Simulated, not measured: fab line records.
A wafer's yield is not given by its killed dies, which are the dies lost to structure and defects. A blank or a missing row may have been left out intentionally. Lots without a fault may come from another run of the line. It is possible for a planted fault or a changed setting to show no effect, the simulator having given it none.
2 desks, one fault    flow sky130    every desk sees just its own numbers, and what lay behind them comes last

== TOOL OWNER'S DESK, cmp-02 ==
The tool's own readings at SKY_VIA4_CMP_21 (polishes, stops on SiO2, t overpolish 25 s, target thk 0 nm): means of the sampled wafers that have a number, for each lot that ran on this tool. Any lot whose mean is over 4 standard deviations away from the usual mean is out of limits and marked OUT; that distance is given in the brackets.
Columns: A = motor_current_A at SKY_VIA4_CMP_21, usual 10.4 A; B = overpolish_run_s at SKY_VIA4_CMP_21, usual 25.001 s; C = slurry_filter_dp_kPa at SKY_VIA4_CMP_21, usual 13.49 kPa; D = time_to_endpoint_s at SKY_VIA4_CMP_21, usual 123 s
lot   first seen here  A     B                         C      D
L226  day 42 21:17     9.7   24.999                    13.51  127
L229  day 44 14:11     9.9   24.992                    13.51  127
L232  day 45 05:31     9.8   25.008                    13.44  127
L234  day 45 07:19     10.5  24.996                    13.39  130
L238  day 46 15:24     10.4  25.000                    13.54  119
L239  day 46 16:07     10.2  16.678 (-99 or more) OUT  13.54  145 (+5.3) OUT
This desk's finding: out of limits on L239; first on L239, day 46 16:07 (overpolish_run_s at SKY_VIA4_CMP_21). In limits: L226, L229, L232, L234, L238.

== FROM THE METROLOGY DESK ==
Lot by lot, what the gauges showed, no matter which tool ran the lot: averages of those sampled wafers that carry a number. Any lot whose mean is over 4 standard deviations away from the usual mean is out of limits and marked OUT; that distance is given in the brackets.
Columns: A = VIA3_W_RS at SKY_VIA3_RS_MEAS_22, usual 0.292 ohm/sq
lot   first seen here  A
L226  day 39 18:09     0.285
L230  day 41 11:54     0.301
L229  day 41 13:24     0.298
L231  day 41 22:41     0.287
L232  day 42 04:19     0.299
L234  day 42 06:16     0.292
L235  day 42 17:10     0.288
L236  day 43 01:43     0.291
L238  day 43 19:45     0.286
L239  day 43 20:34     0.287
L246  day 45 18:45     0.295
This desk found nothing out of limits on any of the 11 lots.

== PUT TOGETHER ==
The tool owner's desk could have raised an alarm at day 46 16:07, on L239.
Metrology desk: nothing out of limits seen.
The metrology desk has L239 on record, within its limits.
On cmp-02, each named lot ran SKY_VIA4_CMP_21.

== WHAT HAD BEEN PUT IN BY THE SIMULATOR ==
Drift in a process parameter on cmp-02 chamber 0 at SKY_VIA4_CMP_21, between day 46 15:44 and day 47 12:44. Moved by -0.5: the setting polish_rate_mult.
Lots struck among those shown: L239.
Hours from the fault's start to each desk's first reading out of limits: the tool owner's desk, 0.
